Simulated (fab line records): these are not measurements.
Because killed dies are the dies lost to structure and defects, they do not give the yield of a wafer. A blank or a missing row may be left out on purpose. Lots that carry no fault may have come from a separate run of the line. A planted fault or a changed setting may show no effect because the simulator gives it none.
Problem report in the 8D (eight disciplines) form, filled by code :: flow sky130 :: the parts of the form that need people (team, actions taken, sign-off) are left out

## 1. THE ISSUE
CONTACT_HDPCVD_THK at SKY_CONTACT_THK_MEAS_03 reads a mean of 458 nm on 1 wafer of 1 lot; wafers without a fault read 566 nm with a standard deviation of 5.2. Measured from the usual mean, that is -21 standard deviations.
Seen first at day 31 03:16 on film metro-04, wafer L845.6. The record holds 33 wafers of 11 lots with a number at this step. Rule for "out" (also "out of limits"): further than 4 standard deviations from the usual mean. The rest of the wafers with a number are treated as sound.

## 2. WHAT THIS IS AND IS NOT
question: which readings at this step
is: CONTACT_HDPCVD_THK
is not: -

question: which lots
is: L845
is not: L842, L844, L854, L855, L856, L857, L858, L859, L860, L862

question: which wafers of those lots
is: L845.6
is not: L845.1, L845.4

question: read on which gauges
is: film metro-04
is not: film metro-01, film metro-02

question: when
is: from day 31 03:16
is not: up to then (8 sound wafers); but 24 sound wafers of L854, L855, L856, L857, L858, L859, L860, L862 came after

## 3. SUSPECTS, AND WHAT RULES EACH OUT
Counting: a tool at a process step up to the reading stays a suspect if it ran every lot that is out. Sound lots after the first of them don't rule it out here, since some wafers of a struck lot are sound.
- the gauge at SKY_CONTACT_THK_MEAS_03: ruled out. All the wafers that are out were read on film metro-04, but those of them that SKY_CONTACT_HDPCVD_02 has rows for are out there too, on other tools.
- plasma asher-01 at SKY_SD_N_STRIP_11 (strips in O2/N2): kept. It ran the lot that is out, L845 (day 28 15:08).
- pvd sputter-04 at SKY_LI_CONTACT_SPUTTER_19 (material Ti, target thk 20 nm, time 106.37 s): kept. The lot that is out, L845, ran on it at day 29 21:34; the last sound lot it ran before that was L844, at day 29 20:14.
- hdpcvd-02 at SKY_CONTACT_HDPCVD_02 (deposits SiO2, target thk 565 nm, time 94.2 s): kept. The lot that is out, L845, ran on it at day 31 03:12; the last sound lot it ran before that was L844, at day 31 02:20. Its own run length s readings are out on those wafers.
- At SKY_SD_N_STRIP_11 on plasma asher-01, chamber 0 took the sound wafers of the same lots and chamber 1 took the wafers that are out.
- hdpcvd-02, SKY_CONTACT_HDPCVD_02: wafers that are out in chamber 2, sound lot-mates in chambers 0, 1.
Still standing after the count: plasma asher-01 at SKY_SD_N_STRIP_11, pvd sputter-04 at SKY_LI_CONTACT_SPUTTER_19, hdpcvd-02 at SKY_CONTACT_HDPCVD_02.

## 4. THE CAUSE (what the simulator had put in)
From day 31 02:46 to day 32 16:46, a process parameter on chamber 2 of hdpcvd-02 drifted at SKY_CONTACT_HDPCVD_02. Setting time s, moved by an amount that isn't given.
3 suspects survive the count, and this tool is in that group.

## 5. SEQUENCE OF EFFECTS, ordered by route
Each row: a reading where the mean over the struck wafers with a number is more than 3 standard deviations away from the usual. Readings are gone through only where the record gives a usual standard deviation; hours: the median, over the lots, of the time from a lot's start at the first step in this table giving one to that lot's start at this step; sigmas: the change measured in usual standard deviations.
hours: 0
step: SKY_CONTACT_HDPCVD_02
reading: run length s
usual: 122.2 s
on struck wafers: 104.6
change: -17.6
sigmas: -50

hours: 0
step: SKY_CONTACT_THK_MEAS_03
reading: CONTACT_HDPCVD_THK
usual: 566 nm
on struck wafers: 458
change: -108
sigmas: -21

hours: 2
step: SKY_CONTACT_CMP_04
reading: time to endpoint s
usual: 81 s
on struck wafers: 40
change: -41
sigmas: -10
The process steps in it:
- SKY_CONTACT_HDPCVD_02: deposits SiO2, target thk 565 nm, time 94.2 s.
- SKY_CONTACT_CMP_04: polishes SiO2.

## 6. WHAT WOULD HAVE CAUGHT IT SOONER
In this record the first reading out of limits at a measuring or inspecting step was taken at day 31 03:16, 1 hour after the fault began at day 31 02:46.
At SKY_CONTACT_HDPCVD_02, the tool's own readings (run length s) were out on each struck wafer the step has a row for, so an alarm limit on them would have fired on the first such wafer.
Lots out: 1; all had begun SKY_CONTACT_HDPCVD_02 on hdpcvd-02 by day 31 03:16. Holding the tool at that point would not have protected any of them.
